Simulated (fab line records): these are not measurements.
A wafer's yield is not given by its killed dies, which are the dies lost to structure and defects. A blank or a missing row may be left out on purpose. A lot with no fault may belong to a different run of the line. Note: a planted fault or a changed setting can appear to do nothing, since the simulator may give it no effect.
fab line records    flow sky130    part 1 of 2: steps 1 to 29 of 39
record: lots: 5  wafers: 15  last-day: 49
route steps=708 shown METAL3@570 VIA3@573 METAL4@598 CAP2M@603
lots that met no fault: taken from a fault-free run of the same line
start-h: hours from the record's opening day to when the first of the lot's shown wafers began    wait-h: hours since the lot's step before    " as in the row above    L1.1+2: a single row standing in for several wafers    - either no value or no given start    * or withheld: withheld    < > ~ a bound
route shown NAME@n: names a module that has steps shown in the file, with the first one's number in the route    usual: the fault-free wafers' mean and standard deviation    same: alike in all rows    chamber/n: place in a boat    sites: each site's reading    _std_site: standard deviation of those values    _edge_site: inner sites' mean taken away from outer sites' mean    radius-mm: for every site, how far away it sits from the centre of the wafer    mask NAME#n: copy n    behind: the last tool/chamber to shape the wafer    hold: why the lot went on hold/how many hours it stayed there/how the hold came to an end    device: whichever transistor did not switch (one of n, p or np)    end of line: tests of these same wafers at the route's end    a step with no rows: only its recipe    killed: dies lost to structure and defects at the first sort, not the wafer's yield    map: the dies of a wafer, with x for killed, . for not killed, _ for no die there
set.NAME: the setting the step ran with; set.NAME@STEP: the setting that earlier step ran with    model.NAME: the simulator's own value behind a step, which no gauge read
certain route steps with their lots: each step a table, each wafer a row
services: the hour from which a tool's chamber was out of use, counted from the record's first day as start-h (under 0 if before that day), plus the number of hours and why
== steps ==
step: SKY_METAL3_STRIP_20
recipe: chemistry: post-etch-residue-remover  time-s: 1200  temp-c: 72.5
usual: temp-c: 72.49/0.12
lot.wafer  tool          chamber  start-h  wait-h  temp-c
L074.1     wet-bench-01  1        917.01   0.1     72.48
L074.4     "             1        "        "       72.35
L074.5     "             1        "        "       72.34
L076.3     wet-bench-04  0        930.08   0.0     72.59
L076.5     "             0        "        "       72.57
L076.6     "             0        "        "       72.34
L077.1     wet-bench-04  3        933.13   0.1     72.65
L077.3     "             3        "        "       72.56
L077.4     "             3        "        "       72.56
L087.1     wet-bench-01  2        1002.58  0.1     72.37
L087.2     "             2        "        "       72.42
L087.6     "             2        "        "       72.29
L093.1     wet-bench-01  0        1037.56  0.1     72.37
L093.2     "             0        "        "       72.64
L093.3     "             0        "        "       72.36
step: SKY_METAL3_CLEAN_21
recipe: chemistry: IPA  time-s: 180  temp-c: 25
usual: temp-c: 24.97/0.1
lot.wafer  tool          chamber  start-h  wait-h  temp-c
L074.1     wet-bench-01  1        917.35   0.0     24.92
L074.4     "             1        "        "       24.98
L074.5     "             1        "        "       24.99
L076.3     wet-bench-01  1        930.49   0.0     24.92
L076.5     "             1        "        "       24.85
L076.6     "             1        "        "       25.02
L077.1     wet-bench-03  0        933.54   0.0     25.10
L077.3     "             0        "        "       25.02
L077.4     "             0        "        "       25.00
L087.1     wet-bench-04  1        1002.92  0.0     25.08
L087.2     "             1        "        "       24.85
L087.6     "             1        "        "       24.91
L093.1     wet-bench-04  3        1037.91  0.0     25.05
L093.2     "             3        "        "       24.83
L093.3     "             3        "        "       25.06
step: SKY_METAL3_CLEAN_22
recipe: chemistry: O3/DIW  dry: n2-spin
lot.wafer   tool          chamber  start-h  wait-h
L074.1+4+5  wet-bench-03  2        917.41   0.0
L076.3+5+6  wet-bench-03  2        930.55   0.0
L077.1+3+4  wet-bench-04  3        933.60   0.0
L087.1+2+6  wet-bench-01  2        1002.98  0.0
L093.1+2+3  wet-bench-03  1        1037.96  0.0
step: SKY_VIA3_HDPCVD_00
recipe: material: SiO2  target-thk-nm: 1635  sigma-open-frac: 0.3  time-s: 272.5  temp-c: 400  sih4-flow-sccm: 60  pressure-mtorr: 6
usual: susceptor-temp-C: 400.04/0.24
lot.wafer  tool       chamber  start-h  wait-h  susceptor-temp-C
L074.1     hdpcvd-01  2        917.50   0.0     400.26
L074.4     "          2        "        "       400.02
L074.5     "          0        "        "       399.96
L076.3     hdpcvd-01  1        930.65   0.0     399.91
L076.5     "          2        "        "       399.99
L076.6     "          1        "        "       399.56
L077.1     hdpcvd-01  0        933.71   0.0     400.17
L077.3     "          2        "        "       399.72
L077.4     "          2        "        "       399.95
L087.1     hdpcvd-01  2        1003.07  0.0     400.21
L087.2     "          0        "        "       400.12
L087.6     "          0        "        "       400.02
L093.1     hdpcvd-01  0        1038.06  0.0     399.57
L093.2     "          2        "        "       400.11
L093.3     "          1        "        "       400.22
step: SKY_VIA3_THK_MEAS_01
recipe: reads: SiO2_of_VIA3_HDPCVD_00
usual: VIA3_HDPCVD_THK: 1638/20
lot.wafer  tool           chamber  start-h  wait-h  VIA3_HDPCVD_THK[nm]
L074.1     film-metro-02  -        917.67   0.1     1619
L074.4     "              -        "        "       1633
L074.5     "              -        "        "       1667
L076.3     film-metro-02  -        930.84   0.1     1644
L076.5     "              -        "        "       1634
L076.6     "              -        "        "       1639
L077.1     film-metro-03  -        933.88   0.1     1644
L077.3     "              -        "        "       1600
L077.4     "              -        "        "       1608
L087.1     film-metro-03  -        1003.24  0.1     1634
L087.2     "              -        "        "       1627
L087.6     "              -        "        "       1626
L093.1     film-metro-02  -        1038.23  0.1     1598
L093.2     "              -        "        "       1628
L093.3     "              -        "        "       1618
step: SKY_VIA3_CMP_02
recipe: material: SiO2  down-force-psi: 4  platen-rpm: 60  pad-velocity-m-s: 0.94248
usual: head-pressure-psi: 4.000/0.0088  motor-current-A: 11.8/1.1
lot.wafer  tool    chamber  start-h  wait-h  head-pressure-psi  motor-current-A
L074.4     cmp-01  2        918.00   0.3     3.999              11.3
L074.1     "       3        "        "       4.003              11.7
L074.5     "       0        "        "       4.007              12.3
L076.3     cmp-01  0        930.98   0.1     4.001              11.3
L076.5     "       2        "        "       3.997              11.6
L076.6     "       3        "        "       4.015              12.6
L077.1     cmp-02  3        934.16   0.3     3.991              11.2
L077.4     "       0        "        "       3.993              12.9
L077.3     "       1        "        "       4.000              14.1
L087.2     cmp-01  3        1003.30  0.0     4.001              12.4
L087.1     "       1        "        "       3.999              11.9
L087.6     "       3        "        "       4.009              12.4
L093.3     cmp-02  3        1038.50  0.2     4.013              11.6
L093.1     "       0        "        "       3.992              12.4
L093.2     "       1        "        "       4.003              13.9
step: SKY_VIA3_BOW_MEAS_03
recipe: mode: bow
usual: VIA3_BOW: 78/7.2
lot.wafer  tool           chamber  start-h  wait-h  VIA3_BOW[um]
L074.1     film-metro-01  -        918.20   0.1     78
L074.4     "              -        "        "       70
L074.5     "              -        "        "       83
L076.3     film-metro-03  -        931.22   0.2     67
L076.5     "              -        "        "       80
L076.6     "              -        "        "       81
L077.1     film-metro-01  -        934.46   0.2     74
L077.3     "              -        "        "       79
L077.4     "              -        "        "       72
L087.1     film-metro-03  -        1003.60  0.1     76
L087.2     "              -        "        "       71
L087.6     "              -        "        "       68
L093.1     film-metro-02  -        1038.75  0.1     74
L093.2     "              -        "        "       82
L093.3     "              -        "        "       79
step: SKY_VIA3_DEHYDRATE_04
recipe: temp-c: 200  time-s: 60
lot.wafer   tool            chamber  start-h  wait-h
L074.1+4+5  litho-track-01  0        930.61   12.4
L076.3+5+6  litho-track-01  0        942.36   11.1
L077.1+3+4  litho-track-02  0        945.35   10.9
L087.1+2+6  litho-track-02  0        1014.30  10.7
L093.1+2+3  litho-track-02  0        1049.75  11.0
step: SKY_VIA3_HMDS_05
recipe: prime-time-s: 60  prime-temp-c: 120
lot.wafer   tool            chamber  start-h  wait-h
L074.1+4+5  litho-track-01  0        930.76   0.1
L076.3+5+6  litho-track-01  0        942.51   0.1
L077.1+3+4  litho-track-02  0        945.50   0.1
L087.1+2+6  litho-track-02  0        1014.45  0.1
L093.1+2+3  litho-track-02  0        1049.90  0.1
step: SKY_VIA3_COAT_06
recipe: resist: BARC  temp-c: withheld  time-s: withheld  spin-rpm: 3000  resist-thk-nm: 60
lot.wafer   tool            chamber  start-h  wait-h
L074.1+4+5  litho-track-01  0        930.91   0.1
L076.3+5+6  litho-track-01  0        942.66   0.1
L077.1+3+4  litho-track-02  0        945.65   0.1
L087.1+2+6  litho-track-02  0        1014.60  0.1
L093.1+2+3  litho-track-02  0        1050.05  0.1
step: SKY_VIA3_COAT_07
recipe: resist: KrF-thick  spin-rpm: 3000  resist-thk-nm: 450
lot.wafer   tool            chamber  start-h  wait-h
L074.1+4+5  litho-track-01  0        -        -
L076.3+5+6  litho-track-01  0        -        -
L077.1+3+4  litho-track-02  0        -        -
L087.1+2+6  litho-track-02  0        -        -
L093.1+2+3  litho-track-02  0        -        -
step: SKY_VIA3_SOFTBAKE_08
recipe: temp-c: 100  time-s: 90  resist: KrF-thick
lot.wafer   tool            chamber  start-h  wait-h
L074.1+4+5  litho-track-01  0        -        -
L076.3+5+6  litho-track-01  0        -        -
L077.1+3+4  litho-track-02  0        -        -
L087.1+2+6  litho-track-02  0        -        -
L093.1+2+3  litho-track-02  0        -        -
step: SKY_VIA3_EXPOSE_09
recipe: mask-id: VIM3  na: 0.8  source-shape: annular  sigma-inner: 0.55  sigma-outer: 0.85  target-cd-nm: 200  dose-mj: 38
same: na: 0.8
lot.wafer   tool            chamber  start-h  wait-h  mask
L074.1+4+5  krf-scanner-02  0        -        -       VIM3#0
L076.3+5+6  krf-scanner-01  0        -        -       VIM3#0
L077.1+3+4  krf-scanner-02  0        -        -       VIM3#0
L087.1+2+6  krf-scanner-01  0        -        -       VIM3#0
L093.1+2+3  krf-scanner-02  0        -        -       VIM3#0
step: SKY_VIA3_PEB_10
recipe: peb-temp-c: withheld  peb-time-s: withheld  resist: KrF-thick
lot.wafer   tool            chamber  start-h  wait-h
L074.1+4+5  litho-track-02  0        -        -
L076.3+5+6  litho-track-01  0        -        -
L077.1+3+4  litho-track-01  0        -        -
L087.1+2+6  litho-track-01  0        -        -
L093.1+2+3  litho-track-04  0        -        -
step: SKY_VIA3_DEVELOP_11
recipe: develop-time-s: 60  resist: KrF-thick  dev-temp-c: 21
lot.wafer   tool            chamber  start-h  wait-h
L074.1+4+5  litho-track-02  0        -        -
L076.3+5+6  litho-track-01  0        -        -
L077.1+3+4  litho-track-01  0        -        -
L087.1+2+6  litho-track-01  0        -        -
L093.1+2+3  litho-track-04  0        -        -
step: SKY_VIA3_CD_MEAS_12
recipe: target-cd-nm: 200
usual: cd-nm: 200.5/1.3
lot.wafer  tool       chamber  start-h  wait-h  cd-nm
L074.1     cd-sem-02  -        943.25   -       200.7
L074.4     "          -        "        "       202.2
L074.5     "          -        "        "       201.6
L076.3     cd-sem-01  -        956.15   -       201.6
L076.5     "          -        "        "       200.2
L076.6     "          -        "        "       201.5
L077.1     cd-sem-01  -        958.66   -       200.4
L077.3     "          -        "        "       200.4
L077.4     "          -        "        "       201.7
L087.1     cd-sem-01  -        1026.56  -       200.8
L087.2     "          -        "        "       201.6
L087.6     "          -        "        "       201.3
L093.1     cd-sem-01  -        1061.58  -       199.8
L093.2     "          -        "        "       201.2
L093.3     "          -        "        "       200.9
step: SKY_VIA3_OVL_MEAS_13
usual: VIA3_OVL: 3/5.3
lot.wafer  tool        chamber  start-h  wait-h  VIA3_OVL[nm]
L074.1     overlay-01  -        943.37   0.1     7
L074.4     "           -        "        "       2
L074.5     "           -        "        "       5
L076.3     overlay-01  -        956.24   0.1     9
L076.5     "           -        "        "       -1
L076.6     "           -        "        "       3
L077.1     overlay-01  -        958.78   0.1     11
L077.3     "           -        "        "       10
L077.4     "           -        "        "       1
L087.1     overlay-01  -        1026.68  0.1     -7
L087.2     "           -        "        "       -5
L087.6     "           -        "        "       -7
L093.1     overlay-01  -        1061.70  0.1     8
L093.2     "           -        "        "       10
L093.3     "           -        "        "       1
step: SKY_VIA3_ETCH_14
recipe: chemistry: N2/H2  target: BARC  ion-energy-ev: 200  source-w: 500  bias-w: 100  pressure-mtorr: 30  n2-flow-sccm: 100  h2-flow-sccm: 200  stop-on: SiO2  time-s: 45.9  target-depth-a: 600
usual: drypump-motor-current-A: 6.0/0.35  oes-product-au: 0.855/0.005  throttle-valve-pct: 13.224/0.0089
lot.wafer  tool         chamber  start-h  wait-h  drypump-motor-current-A  oes-product-au  rf-hours-counter-h  throttle-valve-pct
L074.1     rie-diel-01  3        943.40   0.0     5.8                      0.863           15                  13.221
L074.4     "            0        "        "       6.0                      0.857           18                  13.232
L074.5     "            2        "        "       6.5                      0.853           -                   13.241
L076.3     rie-diel-03  2        956.27   0.0     5.8                      0.860           13                  13.231
L076.5     "            2        "        "       5.8                      0.854           -                   13.227
L076.6     "            3        "        "       6.2                      0.851           -                   13.223
L077.1     rie-diel-01  2        958.82   0.0     6.5                      0.866           1                   13.224
L077.3     "            0        "        "       6.0                      0.860           18                  13.222
L077.4     "            3        "        "       5.9                      0.852           16                  13.217
L087.1     rie-diel-03  3        1026.72  0.0     6.2                      0.851           12                  13.232
L087.2     "            0        "        "       5.5                      0.852           13                  13.221
L087.6     "            2        "        "       5.7                      0.853           -                   13.229
L093.1     rie-diel-01  2        1061.74  0.0     6.5                      0.855           4                   13.222
L093.2     "            0        "        "       6.0                      0.861           21                  13.231
L093.3     "            3        "        "       5.7                      0.859           19                  13.218
step: SKY_VIA3_ETCH_15
recipe: target: SiO2  chemistry: C4F8/O2/Ar  target-depth-nm: 507  stop-on: TiN  mask-material: KrF-thick  source-w: 1500  bias-w: 1200  pressure-mtorr: 40  c4f8-flow-sccm: withheld  O2_flow_sccm: 6  Ar_flow_sccm: 300  time-s: 78
usual: oes-product-au: 0.947/0.0047
lot.wafer  tool         chamber  start-h  wait-h  oes-product-au  rf-hours-counter-h
L074.1     rie-diel-01  3        943.45   0.0     0.948           15
L074.4     "            0        "        "       0.936           18
L074.5     "            2        "        "       0.948           -
L076.3     rie-diel-03  2        956.31   0.0     0.947           13
L076.5     "            2        "        "       0.953           -
L076.6     "            3        "        "       0.952           -
L077.1     rie-diel-01  2        958.86   0.0     0.947           1
L077.3     "            0        "        "       0.954           18
L077.4     "            3        "        "       0.949           16
L087.1     rie-diel-03  3        1026.76  0.0     0.944           12
L087.2     "            0        "        "       0.945           13
L087.6     "            2        "        "       0.944           -
L093.1     rie-diel-01  2        1061.78  0.0     0.951           4
L093.2     "            0        "        "       0.949           21
L093.3     "            3        "        "       0.941           19
step: SKY_VIA3_STRIP_16
recipe: chemistry: O2/N2  power-w: 1400  pressure-mtorr: 1500  platen-temp-c: withheld  o2-flow-sccm: 3000  n2-flow-sccm: 300  overash-fraction: 0.5
usual: drypump-motor-current-A: 5.8/0.3  oes-product-au: 0.402/0.0051  strip-time-to-endpoint-s: 4.139/0.022
lot.wafer  tool             chamber  start-h  wait-h  drypump-motor-current-A  oes-product-au  rf-hours-counter-h  strip-time-to-endpoint-s
L074.1     plasma-asher-04  1        943.51   0.0     6.4                      0.409           113                 4.126
L074.4     "                0        "        "       5.8                      0.401           -                   4.162
L074.5     "                0        "        "       5.8                      0.411           -                   4.130
L076.3     plasma-asher-02  0        956.40   0.1     5.8                      0.410           -                   4.164
L076.5     "                0        "        "       5.8                      0.401           -                   4.152
L076.6     "                1        "        "       5.9                      0.395           -                   4.111
L077.1     plasma-asher-04  0        958.92   0.0     5.8                      0.385           115                 4.120
L077.3     "                1        "        "       6.3                      0.402           -                   4.114
L077.4     "                0        "        "       5.8                      0.392           -                   4.101
L087.1     plasma-asher-01  1        1026.82  0.0     5.4                      0.407           61                  4.150
L087.2     "                0        "        "       5.5                      0.405           61                  4.136
L087.6     "                1        "        "       5.4                      0.410           -                   4.172
L093.1     plasma-asher-02  1        1061.84  0.0     5.8                      0.407           31                  4.111
L093.2     "                0        "        "       5.8                      0.395           31                  4.142
L093.3     "                0        "        "       5.8                      0.396           -                   4.095
step: SKY_VIA3_STRIP_17
recipe: chemistry: post-etch-residue-remover  time-s: 1200  temp-c: 72.5
usual: temp-c: 72.51/0.13
lot.wafer  tool          chamber  start-h  wait-h  temp-c
L074.1     wet-bench-04  1        943.61   0.1     72.51
L074.4     "             1        "        "       72.26
L074.5     "             1        "        "       72.55
L076.3     wet-bench-02  0        956.47   0.0     72.63
L076.5     "             0        "        "       72.66
L076.6     "             0        "        "       72.70
L077.1     wet-bench-04  1        959.02   0.1     72.48
L077.3     "             1        "        "       72.46
L077.4     "             1        "        "       72.38
L087.1     wet-bench-02  3        1026.92  0.1     72.50
L087.2     "             3        "        "       72.52
L087.6     "             3        "        "       72.59
L093.1     wet-bench-01  3        1061.94  0.1     72.56
L093.2     "             3        "        "       72.78
L093.3     "             3        "        "       72.51
step: SKY_VIA3_CLEAN_18
recipe: chemistry: IPA  time-s: 180  temp-c: 25
usual: temp-c: 25.01/0.11
lot.wafer  tool          chamber  start-h  wait-h  temp-c
L074.1     wet-bench-02  0        943.95   0.0     25.05
L074.4     "             0        "        "       24.93
L074.5     "             0        "        "       25.18
L076.3     wet-bench-01  3        956.81   0.0     25.12
L076.5     "             3        "        "       25.08
L076.6     "             3        "        "       25.09
L077.1     wet-bench-02  0        959.36   0.0     25.09
L077.3     "             0        "        "       24.99
L077.4     "             0        "        "       24.91
L087.1     wet-bench-01  2        1027.26  0.0     25.02
L087.2     "             2        "        "       25.08
L087.6     "             2        "        "       25.07
L093.1     wet-bench-02  0        1062.28  0.0     24.91
L093.2     "             0        "        "       24.96
L093.3     "             0        "        "       25.04
step: SKY_VIA3_CLEAN_19
recipe: chemistry: O3/DIW  dry: n2-spin
lot.wafer   tool          chamber  start-h  wait-h
L074.1+4+5  wet-bench-04  3        944.02   0.0
L076.3+5+6  wet-bench-04  2        956.93   0.0
L077.1+3+4  wet-bench-04  1        959.42   0.0
L087.1+2+6  wet-bench-02  1        1027.32  0.0
L093.1+2+3  wet-bench-04  3        1062.34  0.0
step: SKY_VIA3_SPUTTER_20
recipe: material: TiN  target-thk-nm: 20  chamber-pressure-pa: 5  power-w: 4000  time-s: 80
usual: throttle-valve-pct: 29.9/0.75
lot.wafer  tool            chamber  start-h  wait-h  throttle-valve-pct
L074.1     pvd-sputter-02  -        944.11   0.0     30.8
L074.4     "               -        "        "       28.8
L074.5     "               -        "        "       29.7
L076.3     pvd-sputter-04  -        957.02   0.0     30.7
L076.5     "               -        "        "       29.4
L076.6     "               -        "        "       30.4
L077.1     pvd-sputter-01  -        959.51   0.0     29.3
L077.3     "               -        "        "       29.1
L077.4     "               -        "        "       28.8
L087.1     pvd-sputter-02  -        1027.41  0.0     28.7
L087.2     "               -        "        "       29.8
L087.6     "               -        "        "       29.9
L093.1     pvd-sputter-04  -        1062.43  0.0     30.4
L093.2     "               -        "        "       29.9
L093.3     "               -        "        "       29.5
step: SKY_VIA3_CVD_21
recipe: material: W  target-thk-nm: 390  time-s: 117.31  temp-c: 400  pressure-torr: 40
usual: heater-power-w: 789/88  susceptor-temp-C: 400.00/0.22
lot.wafer  tool      chamber  start-h  wait-h  heater-power-w  susceptor-temp-C
L074.1     cvd-w-02  0        944.17   0.0     806             400.14
L074.4     "         1        "        "       892             400.00
L074.5     "         1        "        "       897             399.86
L076.3     cvd-w-02  0        957.12   0.1     799             400.28
L076.5     "         0        "        "       792             399.63
L076.6     "         1        "        "       860             399.55
L077.1     cvd-w-01  0        959.57   0.0     643             400.40
L077.3     "         0        "        "       646             400.14
L077.4     "         0        "        "       661             400.22
L087.1     cvd-w-02  0        1027.47  0.0     803             399.55
L087.2     "         1        "        "       902             399.91
L087.6     "         1        "        "       884             399.82
L093.1     cvd-w-02  1        1062.49  0.0     874             399.89
L093.2     "         0        "        "       814             399.55
L093.3     "         0        "        "       798             399.89
step: SKY_VIA3_RS_MEAS_22
recipe: thk-meas-gauge: four-point-probe  reads: W_of_VIA3_CVD_21+TiN_of_VIA3_SPUTTER_20
usual: VIA3_W_RS: 0.2966/0.0026
lot.wafer  tool           chamber  start-h  wait-h  VIA3_W_RS[ohm/sq]
L074.1     film-metro-03  -        944.29   0.1     0.2962
L074.4     "              -        "        "       0.2976
L074.5     "              -        "        "       0.3017
L076.3     film-metro-01  -        957.24   0.1     0.2929
L076.5     "              -        "        "       0.2926
L076.6     "              -        "        "       0.2945
L077.1     film-metro-02  -        959.82   0.2     0.2966
L077.3     "              -        "        "       0.2958
L077.4     "              -        "        "       0.2966
L087.1     film-metro-03  -        1027.59  0.1     0.2981
L087.2     "              -        "        "       0.2980
L087.6     "              -        "        "       0.2993
L093.1     film-metro-01  -        1062.62  0.1     0.2991
L093.2     "              -        "        "       0.2966
L093.3     "              -        "        "       0.2958
step: SKY_VIA3_THK_MEAS_23
recipe: thk-meas-gauge: xrf  reads: W_of_VIA3_CVD_21
usual: VIA3_W_THK: 372/4.6
lot.wafer  tool           chamber  start-h  wait-h  VIA3_W_THK[nm]
L074.1     film-metro-03  -        944.41   0.1     372
L074.4     "              -        "        "       371
L074.5     "              -        "        "       366
L076.3     film-metro-01  -        957.34   0.1     376
L076.5     "              -        "        "       373
L076.6     "              -        "        "       374
L077.1     film-metro-02  -        959.94   0.1     371
L077.3     "              -        "        "       374
L077.4     "              -        "        "       372
L087.1     film-metro-03  -        1027.71  0.1     367
L087.2     "              -        "        "       368
L087.6     "              -        "        "       367
L093.1     film-metro-01  -        1062.74  0.1     366
L093.2     "              -        "        "       372
L093.3     "              -        "        "       373
step: SKY_VIA3_CMP_24
recipe: stop-on: SiO2  t-overpolish-s: 20  down-force-psi: 3.5  platen-rpm: 60  target-thk-nm: 0  pad-velocity-m-s: 0.94248
usual: head-pressure-psi: 3.500/0.0076  motor-current-A: 10.9/1.2  overpolish-run-s: 20.000/0.0093  time-to-endpoint-s: 96/4.2
lot.wafer  tool    chamber  start-h  wait-h  head-pressure-psi  motor-current-A  overpolish-run-s  time-to-endpoint-s
L074.4     cmp-02  1        944.52   0.1     3.505              12.2             20.015            101
L074.1     "       3        "        "       3.481              10.7             19.991            98
L074.5     "       1        "        "       3.510              12.1             20.021            103
L076.3     cmp-02  1        957.38   0.0     3.496              12.5             20.005            101
L076.6     "       1        "        "       3.508              11.7             19.995            100
L076.5     "       2        "        "       3.495              8.9              20.007            92
L077.1     cmp-01  3        960.00   0.1     3.503              12.0             19.985            91
L077.4     "       0        "        "       3.498              11.0             20.011            93
L077.3     "       1        "        "       3.504              10.5             20.009            90
L087.1     cmp-02  3        1028.05  0.3     3.501              10.6             20.007            88
L087.2     "       1        "        "       3.498              12.6             20.006            100
L087.6     "       3        "        "       3.495              10.4             20.003            91
L093.2     cmp-01  3        1062.92  0.2     3.510              11.2             20.024            98
L093.1     "       1        "        "       3.503              10.5             19.982            95
L093.3     "       2        "        "       3.495              10.2             19.986            99
step: SKY_METAL4_SPUTTER_00
recipe: material: Ti  target-thk-nm: 15  power-w: 3000  time-s: 10  chamber-pressure-pa: 0.4
usual: throttle-valve-pct: 29.3/0.93
lot.wafer  tool            chamber  start-h  wait-h  throttle-valve-pct
L074.1     pvd-sputter-03  -        944.77   0.1     29.1
L074.4     "               -        "        "       29.5
L074.5     "               -        "        "       27.4
L076.3     pvd-sputter-03  -        957.68   0.2     27.1
L076.5     "               -        "        "       29.5
L076.6     "               -        "        "       29.3
L077.1     pvd-sputter-02  -        960.30   0.2     29.9
L077.3     "               -        "        "       29.9
L077.4     "               -        "        "       30.7
L087.1     pvd-sputter-03  -        1028.35  0.2     29.3
L087.2     "               -        "        "       29.7
L087.6     "               -        "        "       27.0
L093.1     pvd-sputter-02  -        1063.22  0.1     31.0
L093.2     "               -        "        "       28.8
L093.3     "               -        "        "       29.9
